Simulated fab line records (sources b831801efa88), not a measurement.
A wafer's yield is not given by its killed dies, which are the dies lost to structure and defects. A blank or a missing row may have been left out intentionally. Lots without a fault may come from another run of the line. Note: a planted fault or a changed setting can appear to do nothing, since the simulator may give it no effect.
fab line records    flow gf180mcu
record: lots: 12  wafers: 36  last_day: 34
route steps=602 shown LVPWELL@61 NSD@244 SAB@265 CONTACT@302
lots untouched by any fault: they come from a run of this same line in which no faults occurred
start_h: hours from the record's opening day to when the first of the lot's shown wafers began    wait_h: hours from the lot's prior step to this one    " as in the row above    L1.1+2: a single row standing in for several wafers    - no value, or no start given    * or withheld: withheld    < > ~ a bound
route shown NAME@n: NAME is a module with steps in the file, n the number in the route of the first one    usual: mean/standard deviation taken from wafers without a fault    same: alike in all rows    chamber/n: place in a boat    sites: readings site by site    _std_site: standard deviation of those values    _edge_site: inner sites' mean taken away from outer sites' mean    radius_mm: how far each site lies from the wafer's centre    mask NAME#n: copy n    behind: the most recent tool/chamber to have shaped the wafer    hold: reason for holding the lot/hours on hold/outcome of the hold    device: names the non-switching transistor (n, p or np)    end of line: tests run on the same wafers once the route is complete    a step without rows: its recipe alone    killed: dies lost to structure and defects at the first sort, not the wafer's yield    map: dies across one wafer; x = killed, . = not, _ = none there
set.NAME: the setting that was run; set.NAME@STEP: the one run at that earlier step    model.NAME: the simulator's own value behind a step, which no gauge read
route steps across a sampled set of lots; one table per step, one row per wafer
services: when a tool's chamber went out of use (start_h, in hours from the record's first day, below 0 if earlier), for how many hours, and the reason
== steps ==
step: GF_LVPWELL_OVL_MEAS_07
usual: LVPWELL_OVL: -1.0/1.7
lot.wafer  tool        chamber  start_h  wait_h  LVPWELL_OVL[nm]
L321.2     overlay-01  -        68.24    -       -2.4
L321.4     "           -        "        "       -0.8
L321.5     "           -        "        "       -1.0
L322.1     overlay-01  -        74.69    -       -0.9
L322.2     "           -        "        "       -0.2
L322.5     "           -        "        "       -1.8
L323.2     overlay-01  -        79.64    -       -3.9
L323.5     "           -        "        "       -2.3
L323.6     "           -        "        "       -2.8
L325.1     overlay-01  -        92.03    -       -1.7
L325.5     "           -        "        "       0.1
L325.6     "           -        "        "       -0.6
L326.3     overlay-02  -        97.35    -       0.8
L326.4     "           -        "        "       0.9
L326.6     "           -        "        "       0.5
L327.1     overlay-02  -        101.08   -       -2.1
L327.2     "           -        "        "       -0.4
L327.5     "           -        "        "       -1.5
L328.1     overlay-01  -        113.53   -       3.7
L328.2     "           -        "        "       3.5
L328.3     "           -        "        "       2.9
L329.4     overlay-01  -        118.25   -       -3.2
L329.5     "           -        "        "       -1.6
L329.6     "           -        "        "       -3.4
L331.4     overlay-02  -        124.50   -       -0.8
L331.5     "           -        "        "       -0.1
L331.6     "           -        "        "       -2.3
L339.1     overlay-01  -        173.63   -       0.1
L339.2     "           -        "        "       0.9
L339.6     "           -        "        "       1.8
L340.4     overlay-02  -        177.25   -       -0.5
L340.5     "           -        "        "       1.6
L340.6     "           -        "        "       0.4
L341.1     overlay-01  -        182.83   -       -5.4
L341.3     "           -        "        "       -3.3
L341.6     "           -        "        "       -3.2
step: GF_NSD_IMPLANT_09
recipe: species: As  energy_kev: 60  dose_cm2: 4e+15  tilt_deg: 7
usual: dose_ions_cm2: 3.999e+15/4.6e+12  implant_ion_amu: 75/0
lot.wafer  tool          chamber  start_h  wait_h  dose_ions_cm2  implant_ion_amu
L321.2     implanter-02  0        296.61   0.0     4.007e+15      75
L321.4     "             0        "        "       4.008e+15      75
L321.5     "             0        "        "       4e+15          75
L322.1     implanter-02  0        312.44   0.0     4.009e+15      75
L322.2     "             0        "        "       3.999e+15      75
L322.5     "             0        "        "       4.007e+15      75
L323.2     implanter-02  0        315.41   0.0     3.991e+15      75
L323.5     "             0        "        "       4.001e+15      75
L323.6     "             0        "        "       4.006e+15      75
L325.1     implanter-04  0        331.67   0.0     4.001e+15      75
L325.5     "             0        "        "       3.994e+15      75
L325.6     "             0        "        "       4e+15          75
L326.3     implanter-04  0        346.35   0.1     3.989e+15      75
L326.4     "             0        "        "       3.998e+15      75
L326.6     "             0        "        "       3.998e+15      75
L327.1     implanter-04  0        349.09   0.0     4.002e+15      75
L327.2     "             0        "        "       4.001e+15      75
L327.5     "             0        "        "       3.998e+15      75
L328.1     implanter-01  0        369.19   0.0     4e+15          75
L328.2     "             0        "        "       3.997e+15      75
L328.3     "             0        "        "       3.995e+15      75
L329.4     implanter-01  0        375.66   0.1     3.993e+15      75
L329.5     "             0        "        "       3.997e+15      75
L329.6     "             0        "        "       3.995e+15      75
L331.4     implanter-04  0        385.47   0.1     3.994e+15      75
L331.5     "             0        "        "       3.996e+15      75
L331.6     "             0        "        "       4.003e+15      75
L339.1     implanter-04  0        457.09   0.0     3.999e+15      31
L339.2     "             0        "        "       4e+15          31
L339.6     "             0        "        "       4.005e+15      31
L340.4     implanter-01  0        463.71   0.1     3.998e+15      31
L340.5     "             0        "        "       4e+15          31
L340.6     "             0        "        "       4.008e+15      31
L341.1     implanter-01  0        469.42   0.0     4.002e+15      31
L341.3     "             0        "        "       4.001e+15      31
L341.6     "             0        "        "       3.998e+15      31
step: GF_NSD_STRIP_11
recipe: chemistry: O2/N2  power_w: 1400  pressure_mtorr: 1500  platen_temp_c: 250  o2_flow_sccm: 3000  n2_flow_sccm: 300  overash_fraction: 0.5
usual: drypump_motor_current_A: 5.7/0.59  heater_power_w: 341/37  oes_product_au: 0.487/0.0048  strip_time_to_endpoint_s: 22.96/0.041
same: overash_fraction: 0.5
lot.wafer  tool             chamber  start_h  wait_h  drypump_motor_current_A  heater_power_w  oes_product_au  rf_hours_counter_h  strip_time_to_endpoint_s
L321.2     plasma_asher-01  1        296.89   0.1     6.0                      364             0.498           67                  22.89
L321.4     "                0        "        "       5.5                      365             0.493           -                   22.88
L321.5     "                0        "        "       5.5                      382             0.488           -                   22.89
L322.1     plasma_asher-04  1        312.74   0.1     4.9                      335             0.487           20                  22.93
L322.2     "                0        "        "       5.4                      287             0.489           20                  22.91
L322.5     "                0        "        "       5.4                      290             0.485           -                   22.90
L323.2     plasma_asher-03  0        315.69   0.1     6.4                      383             0.481           49                  23.01
L323.5     "                1        "        "       6.4                      321             0.477           -                   23.01
L323.6     "                0        "        "       6.4                      395             0.484           -                   23.03
L325.1     plasma_asher-04  0        331.97   0.1     5.4                      287             0.480           21                  22.96
L325.5     "                1        "        "       4.9                      324             0.483           -                   22.95
L325.6     "                0        "        "       5.4                      295             0.483           -                   22.96
L326.3     plasma_asher-04  0        346.63   0.1     5.4                      284             0.487           -                   23.01
L326.4     "                1        "        "       4.9                      324             0.486           -                   23.01
L326.6     "                0        "        "       5.4                      285             0.489           -                   22.98
L327.1     plasma_asher-03  0        349.39   0.1     6.4                      397             0.499           53                  23.02
L327.2     "                1        "        "       6.4                      328             0.487           53                  23.02
L327.5     "                1        "        "       6.4                      336             0.484           -                   22.96
L328.1     plasma_asher-04  1        369.49   0.1     4.8                      324             0.484           25                  22.98
L328.2     "                0        "        "       5.4                      288             0.486           25                  23.01
L328.3     "                0        "        "       5.4                      289             0.489           -                   23.02
L329.4     plasma_asher-04  0        375.92   0.1     5.4                      292             0.491           -                   23.01
L329.5     "                0        "        "       5.4                      282             0.481           -                   22.98
L329.6     "                1        "        "       4.9                      330             0.486           -                   22.98
L331.4     plasma_asher-03  1        385.73   0.1     6.3                      341             0.487           -                   23.01
L331.5     "                0        "        "       6.4                      382             0.489           -                   23.02
L331.6     "                1        "        "       6.3                      334             0.477           -                   23.03
L339.1     plasma_asher-03  1        457.39   0.1     6.4                      337             0.462           67                  26.28
L339.2     "                0        "        "       6.4                      381             0.456           67                  26.31
L339.6     "                1        "        "       6.4                      329             0.455           -                   26.29
L340.4     plasma_asher-03  0        463.97   0.1     6.4                      386             0.462           -                   26.27
L340.5     "                1        "        "       6.4                      325             0.452           -                   26.26
L340.6     "                0        "        "       6.4                      378             0.450           -                   26.34
L341.1     plasma_asher-01  0        469.72   0.1     5.5                      368             0.454           3                   26.33
L341.3     "                1        "        "       5.9                      395             0.454           -                   26.28
L341.6     "                1        "        "       5.9                      374             0.458           -                   26.31
step: GF_NSD_TW_MEAS_12
usual: NSD_TW: 4251/28
lot.wafer  tool           chamber  start_h  wait_h  NSD_TW
L321.2     film_metro-04  -        297.00   0.1     4243
L321.4     "              -        "        "       4255
L321.5     "              -        "        "       4269
L322.1     film_metro-03  -        312.84   0.1     4229
L322.2     "              -        "        "       4229
L322.5     "              -        "        "       4250
L323.2     film_metro-02  -        315.80   0.1     4220
L323.5     "              -        "        "       4244
L323.6     "              -        "        "       4248
L325.1     film_metro-02  -        332.07   0.1     4226
L325.5     "              -        "        "       4214
L325.6     "              -        "        "       4250
L326.3     film_metro-03  -        346.72   0.1     4274
L326.4     "              -        "        "       4256
L326.6     "              -        "        "       4273
L327.1     film_metro-02  -        349.49   0.1     4237
L327.2     "              -        "        "       4247
L327.5     "              -        "        "       4247
L328.1     film_metro-03  -        369.59   0.1     4255
L328.2     "              -        "        "       4254
L328.3     "              -        "        "       4245
L329.4     film_metro-04  -        376.02   0.1     4263
L329.5     "              -        "        "       4263
L329.6     "              -        "        "       4236
L331.4     film_metro-02  -        385.82   0.1     4242
L331.5     "              -        "        "       4246
L331.6     "              -        "        "       4207
L339.1     film_metro-03  -        457.49   0.1     4875
L339.2     "              -        "        "       4882
L339.6     "              -        "        "       4870
L340.4     film_metro-03  -        464.06   0.1     4849
L340.5     "              -        "        "       4835
L340.6     "              -        "        "       4861
L341.1     film_metro-03  -        469.82   0.1     4859
L341.3     "              -        "        "       4877
L341.6     "              -        "        "       4879
step: GF_PSD_RS_MEAS_14
recipe: thk_meas_gauge: four-point-probe
usual: NSD_RS: 46.18/0.088
lot.wafer  tool           chamber  start_h  wait_h  NSD_RS[ohm/sq]
L321.2     film_metro-04  -        317.55   0.1     46.21
L321.4     "              -        "        "       46.19
L321.5     "              -        "        "       46.09
L322.1     film_metro-04  -        333.93   0.1     46.08
L322.2     "              -        "        "       46.19
L322.5     "              -        "        "       46.10
L323.2     film_metro-04  -        337.90   0.1     46.20
L323.5     "              -        "        "       46.11
L323.6     "              -        "        "       46.14
L325.1     film_metro-03  -        354.82   0.1     46.09
L325.5     "              -        "        "       46.08
L325.6     "              -        "        "       46.16
L326.3     film_metro-02  -        369.21   0.1     46.13
L326.4     "              -        "        "       46.22
L326.6     "              -        "        "       46.16
L327.1     film_metro-02  -        372.48   0.1     46.25
L327.2     "              -        "        "       46.27
L327.5     "              -        "        "       46.12
L328.1     film_metro-04  -        392.94   0.1     46.24
L328.2     "              -        "        "       46.20
L328.3     "              -        "        "       46.25
L329.4     film_metro-04  -        400.34   0.1     46.08
L329.5     "              -        "        "       46.20
L329.6     "              -        "        "       46.14
L331.4     film_metro-03  -        409.49   0.1     46.05
L331.5     "              -        "        "       46.18
L331.6     "              -        "        "       46.13
L339.1     film_metro-02  -        482.83   0.1     25.65
L339.2     "              -        "        "       25.57
L339.6     "              -        "        "       25.54
L340.4     film_metro-03  -        487.74   0.1     25.52
L340.5     "              -        "        "       25.60
L340.6     "              -        "        "       25.54
L341.1     film_metro-03  -        494.73   0.1     25.47
L341.3     "              -        "        "       25.50
L341.6     "              -        "        "       25.52
step: GF_SAB_THK_MEAS_01
recipe: reads: SiO2_of_SAB_CVD_00
usual: SAB_CVD_00_THK: 50.0/0.79
lot.wafer  tool           chamber  start_h  wait_h  SAB_CVD_00_THK[nm]
L321.2     film_metro-02  -        317.80   0.0     48.2
L321.4     "              -        "        "       50.4
L321.5     "              -        "        "       49.3
L322.1     film_metro-02  -        334.19   0.0     49.0
L322.2     "              -        "        "       48.5
L322.5     "              -        "        "       49.8
L323.2     film_metro-02  -        338.15   0.0     48.1
L323.5     "              -        "        "       50.0
L323.6     "              -        "        "       49.4
L325.1     film_metro-01  -        355.08   0.0     50.3
L325.5     "              -        "        "       50.8
L325.6     "              -        "        "       50.1
L326.3     film_metro-01  -        369.62   0.0     49.5
L326.4     "              -        "        "       50.3
L326.6     "              -        "        "       50.3
L327.1     film_metro-04  -        372.74   0.0     50.1
L327.2     "              -        "        "       50.9
L327.5     "              -        "        "       50.8
L328.1     film_metro-01  -        393.20   0.0     49.4
L328.2     "              -        "        "       50.3
L328.3     "              -        "        "       49.2
L329.4     film_metro-02  -        400.57   0.0     51.3
L329.5     "              -        "        "       50.0
L329.6     "              -        "        "       49.9
L331.4     film_metro-02  -        409.72   0.0     49.5
L331.5     "              -        "        "       49.9
L331.6     "              -        "        "       50.6
L339.1     film_metro-02  -        483.09   0.0     49.4
L339.2     "              -        "        "       48.6
L339.6     "              -        "        "       49.2
L340.4     film_metro-02  -        487.97   0.0     51.3
L340.5     "              -        "        "       50.8
L340.6     "              -        "        "       50.2
L341.1     film_metro-02  -        494.99   0.0     50.1
L341.3     "              -        "        "       50.9
L341.6     "              -        "        "       51.6
step: GF_CONTACT_OVL_MEAS_15
usual: CONTACT_OVL: -2/5
lot.wafer  tool        chamber  start_h  wait_h  CONTACT_OVL[nm]
L321.2     overlay-02  -        362.56   0.1     4
L321.4     "           -        "        "       -3
L321.5     "           -        "        "       -3
L322.1     overlay-02  -        380.59   0.1     0
L322.2     "           -        "        "       -13
L322.5     "           -        "        "       -7
L323.2     overlay-02  -        385.01   0.1     1
L323.5     "           -        "        "       4
L323.6     "           -        "        "       2
L325.1     overlay-01  -        402.89   0.1     -8
L325.5     "           -        "        "       -4
L325.6     "           -        "        "       -2
L326.3     overlay-02  -        417.96   0.1     -6
L326.4     "           -        "        "       5
L326.6     "           -        "        "       2
L327.1     overlay-02  -        422.45   0.1     -1
L327.2     "           -        "        "       0
L327.5     "           -        "        "       -5
L328.1     overlay-02  -        444.39   0.1     -2
L328.2     "           -        "        "       3
L328.3     "           -        "        "       -3
L329.4     overlay-02  -        451.91   0.1     1
L329.5     "           -        "        "       -3
L329.6     "           -        "        "       -2
L331.4     overlay-01  -        460.81   0.1     -4
L331.5     "           -        "        "       -5
L331.6     "           -        "        "       -12
L339.1     overlay-02  -        532.24   0.1     -2
L339.2     "           -        "        "       -4
L339.6     "           -        "        "       1
L340.4     overlay-02  -        536.61   0.1     -5
L340.5     "           -        "        "       -7
L340.6     "           -        "        "       0
L341.1     overlay-01  -        543.24   0.1     1
L341.3     "           -        "        "       -4
L341.6     "           -        "        "       7
== services ==
tool             chamber  start_h  hours  kind
plasma_asher-04  -        313.01   8.4    repair
implanter-02     -        317.76   86.2   pm
plasma_asher-01  -        325.38   14.6   pm
plasma_asher-01  -        384.84   4.9    repair
implanter-02     -        403.94   5.3    pm
plasma_asher-04  -        406.26   3.7    repair
implanter-02     -        409.12   2.1    repair
plasma_asher-01  -        421.34   9.0    pm
plasma_asher-01  0        421.34   9.0    vent_cycle
plasma_asher-01  1        421.34   9.0    vent_cycle
plasma_asher-01  0        430.34   -      clean
plasma_asher-01  1        430.34   -      clean
plasma_asher-01  -        432.90   13.0   repair
plasma_asher-04  -        433.20   14.6   pm
plasma_asher-01  -        449.37   3.7    repair
plasma_asher-01  -        451.61   1.5    repair
implanter-02     -        457.06   4.8    pm
== key ==
first_sign: step: GF_NSD_IMPLANT_09  reading: implant_ion_amu  direction: down  sigmas: 99+  usual: 75  struck: 31
effect: step: GF_NSD_STRIP_11  reading: strip_time_to_endpoint_s  direction: up  sigmas: 81  usual: *  struck: *
effect: step: GF_NSD_TW_MEAS_12  reading: NSD_TW  direction: up  sigmas: 22  usual: 4251  struck: 4865
effect: step: GF_PSD_RS_MEAS_14  reading: NSD_RS  direction: down  sigmas: 99+  usual: 46.18  struck: 25.55
met_at GF_NSD_IMPLANT_09
struck_lots L339,L340,L341
tester_left_out L339,L340,L341
not_acting_at GF_LVPWELL_OVL_MEAS_07,GF_SAB_THK_MEAS_01,GF_CONTACT_OVL_MEAS_15
onset_between 385.47 457.09
fault: kind: wrong_recipe_download  tool: implanter-01,implanter-02,implanter-04  chamber: -  onset_h: 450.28  steps: GF_NSD_IMPLANT_09  wrong_recipe.not_listed: 1
tester_left_out: of these lots the tester's yield and bins aren't shown, on N5 and GAA mostly nor the transistor test; their killed dies are dies lost to structure and defects alone, not to doping, threshold or leakage, so they don't give the yield
